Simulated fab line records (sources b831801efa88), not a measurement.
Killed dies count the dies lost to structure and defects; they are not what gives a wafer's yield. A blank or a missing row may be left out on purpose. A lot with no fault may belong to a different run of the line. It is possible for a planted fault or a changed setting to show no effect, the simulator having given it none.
Comparing a struck lot with a sound one    flow gf180mcu    14 steps out of a route of 602
Sound: wafers L897.3, L897.4, L897.6. The struck wafers were L910.2, L910.3, L910.5. The cause comes at the end.
Each step with rows lists, per side, the tool, then ch with its chambers, then its first start. Under that, the readings that differ: sound wafers    struck wafers    difference of the means    sigmas: that difference in standard deviations of wafers without a fault.
alike: a reading whose means differ by less than 2 such deviations, as well as words and numbers matching on both sides. not compared: withheld readings; readings where some wafer has no value; bounds like >300 that might hide an equal value; numbers whose values overlap and for which the record gives no deviation.
The two part at a step that has a row with sigmas, a row that says differs or no value, or rows on one side only. Numbers that don't overlap but have no deviation are shown without sigmas and don't part them. Lack of a reading on every wafer of one side parts them only where that side has two or more wafers.

GF_M4_SPUTTER_01: material TiN, target thk 30 nm, time 25 s.
  sound: pvdSputter-01 at day 22 10:20; struck: pvdSputter-04 at day 26 17:03
  alike: throttleValvePct
GF_M4_SPUTTER_02: material AlCu, target thk 450 nm, time 23.9 s.
  sound: pvdSputter-01 at day 22 10:22; struck: pvdSputter-04 at day 26 17:05
  alike: throttleValvePct
GF_M4_SPUTTER_03: material Ti, target thk 10 nm, time 6.7 s.
  sound: pvdSputter-01 at day 22 10:23; struck: pvdSputter-04 at day 26 17:07
  alike: substrateTempC, throttleValvePct
GF_M4_SPUTTER_04: material TiN, target thk 50 nm, time 41.7 s.
  sound: pvdSputter-01 at day 22 10:25; struck: pvdSputter-04 at day 26 17:08
  alike: throttleValvePct
GF_M4_RS_MEAS_05: measures by four-point-probe.
  sound: filmMetro-03 at day 22 10:29; struck: filmMetro-02 at day 26 17:11
  alike: M4_ALCU_RS
GF_M4_THK_MEAS_06: measures by xrf.
  sound: filmMetro-03 at day 22 10:35; struck: filmMetro-02 at day 26 17:18
reading           sound        struck       difference  sigmas
M4_ALCU_THK (nm)  453 457 456  435 439 440  -17         -2
then, 6 steps without rows for these wafers: GF_M4_DEHYDRATE_07 (time 60 s); GF_M4_HMDS_08 (prime time 60 s); GF_M4_COAT_09 (resist thk 1000 nm); GF_M4_SOFTBAKE_10 (time 60 s); GF_M4_EXPOSE_11 (exposes mask Metal4, target cd 280 nm); GF_M4_PEB_12 (peb time 90 s).
GF_M4_DEVELOP_13: develop time 60 s.
  sound on lithoTrack-04 ch 0, day 23 09:07; struck on lithoTrack-02, day 27 13:04
  no value came back on the struck wafers for chillPlateTempC (C), developTimeS (s); on the sound wafers chillPlateTempC (C) reads 23.08 23.25 22.98
reading                             sound            struck           difference  sigmas
model.KrF_of_M4_COAT_09.thkNm (nm)  979.5 982 980.8  1002 1001 998.7  +20         
GF_M4_CD_MEAS_14 targets a cd of 280 nm.
  sound: cdSem-02 at day 23 09:16; struck: cdSem-02 at day 27 13:13
reading    sound              struck  difference                     sigmas
cdNm (nm)  280.1 282.0 279.9  - - -   no value on the struck wafers  

== WHERE THEY PART ==
Earliest at GF_M4_THK_MEAS_06; latest, in this record, at GF_M4_CD_MEAS_14.

WHY: the cause the simulator had injected
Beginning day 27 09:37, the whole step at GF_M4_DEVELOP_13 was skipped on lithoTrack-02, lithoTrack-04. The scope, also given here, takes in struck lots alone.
